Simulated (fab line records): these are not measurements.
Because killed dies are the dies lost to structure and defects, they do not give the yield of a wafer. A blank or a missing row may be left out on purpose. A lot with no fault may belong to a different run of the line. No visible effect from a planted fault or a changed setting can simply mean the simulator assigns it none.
fab line records + flow gf180mcu
record:
- lots: 13
- wafers: 39
- last_day: 34
route steps=602 shown HV_LDD@226 NSD@246 CONTACT@298 M1@316
lots that met no fault: taken from a fault-free run of the same line
start_h: start of the lot's first displayed wafer, in hours after the record's first day + wait_h: hours since the lot's step before + " unchanged from the row above + L1.1+2: several wafers, shown together as one row + - no value, or no start given + * or withheld: withheld + < > ~ a bound
route shown NAME@n: names a module that has steps shown in the file, with the first one's number in the route + usual: average and standard deviation across the fault-free wafers + same: alike in all rows + chamber/n: place in a boat + sites: per-site readings + _std_site: how widely they spread, as a standard deviation + _edge_site: the outer-site mean with the inner-site mean subtracted + radius_mm: for every site, how far away it sits from the centre of the wafer + mask NAME#n: copy n + behind: tool/chamber where the wafer was last shaped + hold: the reason the lot was held/the length of the hold in hours/how it ended + device: transistor that didn't switch, given as n, p or np + end of line: the tests these same wafers got at the end of their route + a step given without rows: its recipe and nothing more + killed: count of dies lost to structure and defects at first sort (not the wafer's yield) + map: per-die view of a wafer (x killed, . not killed, _ where there is no die)
set.NAME: the setting as run; set.NAME@STEP: as run at that earlier step + model.NAME: the simulator's own value behind a step, which no gauge read
route steps across a sampled set of lots; one table per step, one row per wafer
services: a tool's chamber out of use, with start hour (start_h, from the record's first day; less than 0 if before it), hours out, and reason
== steps ==
step: GF_HV_LDD_TW_MEAS_50
usual:
- HV_LDD_4_TW: 568/4.5
| lot.wafer | tool          | chamber | start_h | wait_h | HV_LDD_4_TW |
|-----------|---------------|---------|---------|--------|-------------|
| L640.1    | film_metro-01 | -       | 285.54  | 0.1    | 569         |
| L640.2    | "             | -       | "       | "      | 572         |
| L640.5    | "             | -       | "       | "      | 571         |
| L639.2    | film_metro-03 | -       | 286.65  | 0.1    | 573         |
| L639.3    | "             | -       | "       | "      | 572         |
| L639.5    | "             | -       | "       | "      | 571         |
| L638.1    | film_metro-03 | -       | 287.14  | 0.1    | 574         |
| L638.3    | "             | -       | "       | "      | 570         |
| L638.6    | "             | -       | "       | "      | 573         |
| L637.1    | film_metro-02 | -       | 288.64  | 0.1    | 566         |
| L637.4    | "             | -       | "       | "      | 564         |
| L637.5    | "             | -       | "       | "      | 562         |
| L641.1    | film_metro-01 | -       | 291.24  | 0.1    | 570         |
| L641.3    | "             | -       | "       | "      | 571         |
| L641.5    | "             | -       | "       | "      | 571         |
| L642.3    | film_metro-01 | -       | 292.76  | 0.1    | 575         |
| L642.4    | "             | -       | "       | "      | 568         |
| L642.6    | "             | -       | "       | "      | 568         |
| L644.1    | film_metro-01 | -       | 310.44  | 0.1    | 572         |
| L644.3    | "             | -       | "       | "      | 567         |
| L644.4    | "             | -       | "       | "      | 573         |
| L649.4    | film_metro-02 | -       | 344.52  | 0.1    | 563         |
| L649.5    | "             | -       | "       | "      | 563         |
| L649.6    | "             | -       | "       | "      | 563         |
| L652.2    | film_metro-01 | -       | 377.10  | 0.1    | 571         |
| L652.3    | "             | -       | "       | "      | 569         |
| L652.4    | "             | -       | "       | "      | 572         |
| L657.1    | film_metro-02 | -       | 422.74  | 0.1    | 562         |
| L657.5    | "             | -       | "       | "      | 562         |
| L657.6    | "             | -       | "       | "      | 565         |
| L658.2    | film_metro-02 | -       | 429.79  | 0.1    | 566         |
| L658.3    | "             | -       | "       | "      | 563         |
| L658.4    | "             | -       | "       | "      | 561         |
| L659.3    | film_metro-02 | -       | 440.36  | 0.1    | 563         |
| L659.4    | "             | -       | "       | "      | 564         |
| L659.5    | "             | -       | "       | "      | 562         |
| L660.3    | film_metro-01 | -       | 446.55  | 0.1    | 572         |
| L660.4    | "             | -       | "       | "      | 570         |
| L660.6    | "             | -       | "       | "      | 572         |
step: GF_NSD_STRIP_11
recipe:
- chemistry: O2/N2
- power_w: 1400
- pressure_mtorr: 1500
- platen_temp_c: 250
- o2_flow_sccm: 3000
- n2_flow_sccm: 300
- overash_fraction: 0.5
usual:
- drypump_motor_current_A: 6.04/0.067
- heater_power_w: 340/19
- n2_flow_sccm: 300.0/0.83
- oes_product_au: 0.487/0.0044
- strip_time_to_endpoint_s: 22.979/0.027
| lot.wafer | tool            | chamber | start_h | wait_h | drypump_motor_current_A | heater_power_w | n2_flow_sccm | oes_product_au | rf_hours_counter_h | strip_time_to_endpoint_s |
|-----------|-----------------|---------|---------|--------|-------------------------|----------------|--------------|----------------|--------------------|--------------------------|
| L640.1    | plasma_asher-03 | 1       | 308.09  | 0.1    | 6.07                    | 344            | 300.9        | 0.484          | 64                 | 22.952                   |
| L640.2    | "               | 0       | "       | "      | 6.11                    | 348            | 300.8        | 0.489          | 64                 | 22.982                   |
| L640.5    | "               | 1       | "       | "      | 6.04                    | 341            | 300.4        | 0.491          | -                  | 22.992                   |
| L638.1    | plasma_asher-03 | 1       | 309.80  | 0.1    | 5.94                    | 350            | 299.8        | 0.485          | 64                 | 22.974                   |
| L638.3    | "               | 0       | "       | "      | 6.11                    | 343            | 298.1        | 0.490          | -                  | 22.969                   |
| L638.6    | "               | 0       | "       | "      | 6.13                    | 344            | 299.9        | 0.490          | -                  | 22.977                   |
| L639.2    | plasma_asher-03 | 1       | 310.04  | 0.1    | 6.05                    | 348            | 299.3        | 0.489          | 64                 | 22.956                   |
| L639.3    | "               | 1       | "       | "      | 5.98                    | 349            | 299.1        | 0.490          | -                  | 22.969                   |
| L639.5    | "               | 0       | "       | "      | 6.10                    | 340            | 299.8        | 0.495          | -                  | 22.960                   |
| L637.1    | plasma_asher-03 | 0       | 312.70  | 0.1    | 6.12                    | 342            | 299.5        | 0.491          | 64                 | 22.974                   |
| L637.4    | "               | 1       | "       | "      | 6.04                    | 334            | 299.1        | 0.480          | -                  | 22.981                   |
| L637.5    | "               | 1       | "       | "      | 6.07                    | 342            | 298.5        | 0.485          | -                  | 22.999                   |
| L641.1    | plasma_asher-03 | 1       | 316.80  | 0.1    | 6.02                    | 352            | 299.7        | 0.488          | 65                 | 22.999                   |
| L641.3    | "               | 1       | "       | "      | 6.05                    | 349            | 299.8        | 0.482          | -                  | 23.005                   |
| L641.5    | "               | 0       | "       | "      | 6.11                    | 350            | 299.9        | 0.491          | -                  | 23.016                   |
| L642.3    | plasma_asher-03 | 0       | 317.13  | 0.1    | 6.08                    | 340            | 299.8        | 0.489          | -                  | 22.962                   |
| L642.4    | "               | 1       | "       | "      | 6.03                    | 350            | 300.4        | 0.485          | -                  | 22.972                   |
| L642.6    | "               | 1       | "       | "      | 6.05                    | 348            | 301.3        | 0.485          | -                  | 22.948                   |
| L644.1    | plasma_asher-03 | 0       | 334.10  | 0.1    | 6.10                    | 335            | 300.7        | 0.485          | 67                 | 22.989                   |
| L644.3    | "               | 0       | "       | "      | 6.10                    | 342            | 299.8        | 0.487          | -                  | 23.008                   |
| L644.4    | "               | 1       | "       | "      | 5.99                    | 348            | 300.0        | 0.485          | -                  | 22.978                   |
| L649.4    | plasma_asher-04 | 0       | 370.62  | 0.1    | 5.97                    | 322            | 299.3        | 0.490          | -                  | 23.015                   |
| L649.5    | "               | 1       | "       | "      | 5.96                    | 340            | 299.9        | 0.492          | -                  | 23.011                   |
| L649.6    | "               | 0       | "       | "      | 6.00                    | 332            | 300.0        | 0.483          | -                  | 23.039                   |
| L652.2    | plasma_asher-04 | 1       | 405.64  | 0.1    | 5.97                    | 327            | 300.5        | 0.486          | 82                 | 22.997                   |
| L652.3    | "               | 0       | "       | "      | 6.03                    | 324            | 299.6        | 0.492          | -                  | 22.978                   |
| L652.4    | "               | 1       | "       | "      | 5.99                    | 338            | 299.6        | 0.484          | -                  | 23.008                   |
| L657.1    | plasma_asher-04 | 1       | 452.24  | 0.1    | 5.95                    | 321            | 299.9        | 0.486          | 3                  | 23.018                   |
| L657.5    | "               | 1       | "       | "      | 5.95                    | 327            | 299.9        | 0.488          | -                  | 23.020                   |
| L657.6    | "               | 0       | "       | "      | 6.02                    | 317            | 299.2        | 0.489          | -                  | 23.001                   |
| L658.2    | plasma_asher-04 | 1       | 458.19  | 0.1    | 5.95                    | 319            | 298.7        | 0.487          | 3                  | 22.987                   |
| L658.3    | "               | 1       | "       | "      | 5.96                    | 319            | 300.0        | 0.485          | -                  | 22.976                   |
| L658.4    | "               | 0       | "       | "      | 6.02                    | 318            | 299.6        | 0.497          | -                  | 22.961                   |
| L659.3    | plasma_asher-02 | 0       | 467.93  | 0.1    | 6.21                    | 416            | 299.2        | 0.486          | -                  | 22.990                   |
| L659.4    | "               | 1       | "       | "      | 6.08                    | 324            | 299.2        | 0.487          | -                  | 22.954                   |
| L659.5    | "               | 0       | "       | "      | 6.21                    | 421            | 299.2        | 0.488          | -                  | 22.961                   |
| L660.3    | plasma_asher-02 | 0       | 473.93  | 0.1    | 6.22                    | 420            | 299.3        | 0.485          | -                  | 22.960                   |
| L660.4    | "               | 1       | "       | "      | 6.05                    | 323            | 302.1        | 0.494          | -                  | 22.996                   |
| L660.6    | "               | 0       | "       | "      | 6.20                    | 410            | 299.3        | 0.482          | -                  | 22.963                   |
step: GF_CONTACT_EXPOSE_11
recipe:
- mask_id: Contact
- target_cd_nm: 220
- na: 0.68
- source_shape: conventional
- sigma_outer: 0.6
- dose_mj: 38
| lot.wafer  | tool           | chamber | start_h | wait_h | mask      |
|------------|----------------|---------|---------|--------|-----------|
| L640.1+2+5 | krf_scanner-02 | 0       | 363.46  | -      | Contact#0 |
| L638.1+3+6 | krf_scanner-02 | 0       | 366.34  | -      | Contact#0 |
| L639.2+3+5 | krf_scanner-02 | 0       | 366.60  | -      | Contact#0 |
| L637.1+4+5 | krf_scanner-02 | 0       | 370.58  | -      | Contact#0 |
| L641.1+3+5 | krf_scanner-02 | 0       | 373.63  | -      | Contact#0 |
| L642.3+4+6 | krf_scanner-01 | 0       | 374.54  | -      | Contact#0 |
| L644.1+3+4 | krf_scanner-01 | 0       | 394.80  | -      | Contact#0 |
| L649.4+5+6 | krf_scanner-02 | 0       | 434.04  | -      | Contact#0 |
| L652.2+3+4 | krf_scanner-01 | 0       | 470.02  | -      | Contact#0 |
| L657.1+5+6 | krf_scanner-01 | 0       | 509.91  | -      | Contact#0 |
| L658.2+3+4 | krf_scanner-01 | 0       | 516.00  | -      | Contact#0 |
| L659.3+4+5 | krf_scanner-02 | 0       | 526.94  | -      | Contact#0 |
| L660.3+4+6 | krf_scanner-01 | 0       | 532.34  | -      | Contact#0 |
step: GF_CONTACT_CD_MEAS_14
recipe:
- target_cd_nm: 220
usual:
- cd_nm: 219.6/1.9
| lot.wafer | tool      | chamber | start_h | wait_h | cd_nm |
|-----------|-----------|---------|---------|--------|-------|
| L640.1    | cd_sem-01 | -       | 375.68  | 0.1    | 218.7 |
| L640.2    | "         | -       | "       | "      | 219.3 |
| L640.5    | "         | -       | "       | "      | 219.8 |
| L638.1    | cd_sem-01 | -       | 377.98  | 0.1    | 220.9 |
| L638.3    | "         | -       | "       | "      | 218.7 |
| L638.6    | "         | -       | "       | "      | 218.8 |
| L639.2    | cd_sem-02 | -       | 378.10  | 0.1    | 218.4 |
| L639.3    | "         | -       | "       | "      | 219.4 |
| L639.5    | "         | -       | "       | "      | 220.1 |
| L637.1    | cd_sem-01 | -       | 381.93  | 0.1    | 220.2 |
| L637.4    | "         | -       | "       | "      | 219.5 |
| L637.5    | "         | -       | "       | "      | 219.9 |
| L641.1    | cd_sem-01 | -       | 384.48  | 0.1    | 219.9 |
| L641.3    | "         | -       | "       | "      | 219.2 |
| L641.5    | "         | -       | "       | "      | 219.9 |
| L642.3    | cd_sem-01 | -       | 385.22  | 0.1    | 218.4 |
| L642.4    | "         | -       | "       | "      | 220.3 |
| L642.6    | "         | -       | "       | "      | 218.1 |
| L644.1    | cd_sem-02 | -       | 406.48  | 0.1    | 219.7 |
| L644.3    | "         | -       | "       | "      | 219.3 |
| L644.4    | "         | -       | "       | "      | 218.5 |
| L649.4    | cd_sem-02 | -       | 447.24  | 0.1    | 220.1 |
| L649.5    | "         | -       | "       | "      | 217.5 |
| L649.6    | "         | -       | "       | "      | 198.7 |
| L652.2    | cd_sem-01 | -       | 481.70  | 0.1    | 214.2 |
| L652.3    | "         | -       | "       | "      | 214.3 |
| L652.4    | "         | -       | "       | "      | 212.7 |
| L657.1    | cd_sem-01 | -       | 521.28  | 0.1    | 218.2 |
| L657.5    | "         | -       | "       | "      | 220.0 |
| L657.6    | "         | -       | "       | "      | 218.5 |
| L658.2    | cd_sem-01 | -       | 527.75  | 0.1    | 221.1 |
| L658.3    | "         | -       | "       | "      | 223.6 |
| L658.4    | "         | -       | "       | "      | 221.3 |
| L659.3    | cd_sem-02 | -       | 537.27  | 0.1    | 220.5 |
| L659.4    | "         | -       | "       | "      | 221.4 |
| L659.5    | "         | -       | "       | "      | 221.0 |
| L660.3    | cd_sem-01 | -       | 543.07  | 0.1    | 219.5 |
| L660.4    | "         | -       | "       | "      | 220.4 |
| L660.6    | "         | -       | "       | "      | 221.1 |
step: GF_M1_SPUTTER_01
recipe:
- material: TiN
- target_thk_nm: 30
- power_w: 6500
- time_s: 25
- chamber_pressure_pa: 0.4
usual:
- cathode_dc_power_W: 6500.1/1.1
- throttle_valve_pct: 30.9/1.1
| lot.wafer | tool           | chamber | start_h | wait_h | cathode_dc_power_W | throttle_valve_pct |
|-----------|----------------|---------|---------|--------|--------------------|--------------------|
| L640.1    | pvd_sputter-04 | -       | 377.17  | 0.1    | 6500.2             | 32.3               |
| L640.2    | "              | -       | "       | "      | 6498.5             | 30.9               |
| L640.5    | "              | -       | "       | "      | 6498.7             | 32.5               |
| L638.1    | pvd_sputter-01 | -       | 379.58  | 0.1    | 6499.1             | 31.2               |
| L638.3    | "              | -       | "       | "      | 6501.7             | 30.2               |
| L638.6    | "              | -       | "       | "      | 6498.5             | 31.4               |
| L639.2    | pvd_sputter-03 | -       | 379.91  | 0.1    | 6498.8             | 31.4               |
| L639.3    | "              | -       | "       | "      | 6499.4             | 28.4               |
| L639.5    | "              | -       | "       | "      | 6500.6             | 28.5               |
| L637.1    | pvd_sputter-03 | -       | 383.45  | 0.1    | 6500.4             | 32.2               |
| L637.4    | "              | -       | "       | "      | 6500.8             | 28.9               |
| L637.5    | "              | -       | "       | "      | 6500.1             | 32.4               |
| L641.1    | pvd_sputter-04 | -       | 386.11  | 0.1    | 6500.7             | 30.5               |
| L641.3    | "              | -       | "       | "      | 6499.6             | 31.2               |
| L641.5    | "              | -       | "       | "      | 6499.3             | 28.8               |
| L642.3    | pvd_sputter-01 | -       | 386.68  | 0.1    | 6501.1             | 31.2               |
| L642.4    | "              | -       | "       | "      | 6501.5             | 31.5               |
| L642.6    | "              | -       | "       | "      | 6501.5             | 31.2               |
| L644.1    | pvd_sputter-01 | -       | 407.99  | 0.1    | 6498.8             | 31.7               |
| L644.3    | "              | -       | "       | "      | 6501.0             | 31.6               |
| L644.4    | "              | -       | "       | "      | 6501.0             | 31.9               |
| L649.4    | pvd_sputter-04 | -       | 448.58  | 0.1    | 6499.3             | 31.0               |
| L649.5    | "              | -       | "       | "      | 6498.4             | 30.5               |
| L649.6    | "              | -       | "       | "      | 6502.4             | 32.2               |
| L652.2    | pvd_sputter-01 | -       | 483.07  | 0.1    | 6501.4             | 30.6               |
| L652.3    | "              | -       | "       | "      | 6499.4             | 31.7               |
| L652.4    | "              | -       | "       | "      | 6501.5             | 31.9               |
| L657.1    | pvd_sputter-03 | -       | 522.68  | 0.1    | 6498.8             | 32.2               |
| L657.5    | "              | -       | "       | "      | 6500.1             | 31.4               |
| L657.6    | "              | -       | "       | "      | 6501.5             | 30.7               |
| L658.2    | pvd_sputter-01 | -       | 529.13  | 0.1    | 6500.7             | 31.8               |
| L658.3    | "              | -       | "       | "      | 6498.9             | 30.9               |
| L658.4    | "              | -       | "       | "      | 6500.9             | 31.2               |
| L659.3    | pvd_sputter-03 | -       | 538.63  | 0.1    | 6499.1             | 30.9               |
| L659.4    | "              | -       | "       | "      | 6500.5             | 28.5               |
| L659.5    | "              | -       | "       | "      | 6502.0             | 30.8               |
| L660.3    | pvd_sputter-03 | -       | 544.44  | 0.1    | 6501.0             | 32.4               |
| L660.4    | "              | -       | "       | "      | 6501.3             | 30.8               |
| L660.6    | "              | -       | "       | "      | 6501.1             | 31.4               |
== services ==
| tool            | chamber | start_h | hours | kind   |
|-----------------|---------|---------|-------|--------|
| plasma_asher-03 | -       | 291.79  | 12.4  | repair |
| krf_scanner-02  | -       | 299.12  | 8.4   | repair |
| krf_scanner-02  | -       | 330.75  | 1.3   | pm     |
| krf_scanner-02  | -       | 332.05  | 0.8   | pm     |
| pvd_sputter-01  | -       | 332.51  | 1.9   | repair |
| krf_scanner-01  | -       | 332.80  | 3.6   | pm     |
| krf_scanner-02  | -       | 334.51  | 1.0   | pm     |
| krf_scanner-01  | -       | 336.35  | 11.6  | pm     |
| krf_scanner-01  | -       | 347.90  | 1.3   | pm     |
| krf_scanner-01  | -       | 353.51  | 0.8   | pm     |
| krf_scanner-01  | -       | 364.78  | 4.0   | pm     |
| krf_scanner-01  | -       | 368.80  | 1.0   | pm     |
| krf_scanner-01  | -       | 390.42  | 0.8   | pm     |
| krf_scanner-01  | -       | 443.63  | 9.3   | repair |
| krf_scanner-01  | -       | 455.67  | 1.4   | repair |
| krf_scanner-02  | -       | 457.74  | 0.8   | pm     |
| krf_scanner-02  | -       | 463.90  | 1.3   | pm     |
| krf_scanner-02  | -       | 467.24  | 4.4   | pm     |
| krf_scanner-02  | -       | 474.71  | 1.0   | pm     |
| krf_scanner-02  | -       | 494.12  | 2.9   | repair |
| krf_scanner-01  | -       | 505.49  | 1.3   | pm     |
| plasma_asher-03 | -       | 524.07  | 2.1   | repair |
| krf_scanner-02  | -       | 533.50  | 4.0   | pm     |
| krf_scanner-01  | -       | 537.52  | 1.0   | pm     |
== key ==
first_sign:
- step: GF_CONTACT_CD_MEAS_14
- reading: cd_nm
- direction: down
- sigmas: 11
- usual: 219.6
- struck: 198.7
effect none on later readings
met_at GF_CONTACT_EXPOSE_11
struck_lots L649
struck_wafers L649.6
tester_left_out L649
not_acting_at GF_HV_LDD_TW_MEAS_50,GF_NSD_STRIP_11,GF_M1_SPUTTER_01
onset_between 373.63 434.04
fault:
- kind: process_parameter_drift
- tool: krf_scanner-02
- chamber: -
- onset_h: 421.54
- steps: GF_CONTACT_EXPOSE_11
- channel: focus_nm
- offset: 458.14
- shape: step
- end_h: 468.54
- scope: struck_wafers_only
tester_left_out: of these lots the tester's yield and bins aren't shown, on N5 and GAA mostly nor the transistor test; their killed dies are dies lost to structure and defects alone, not to doping, threshold or leakage, so they don't give the yield
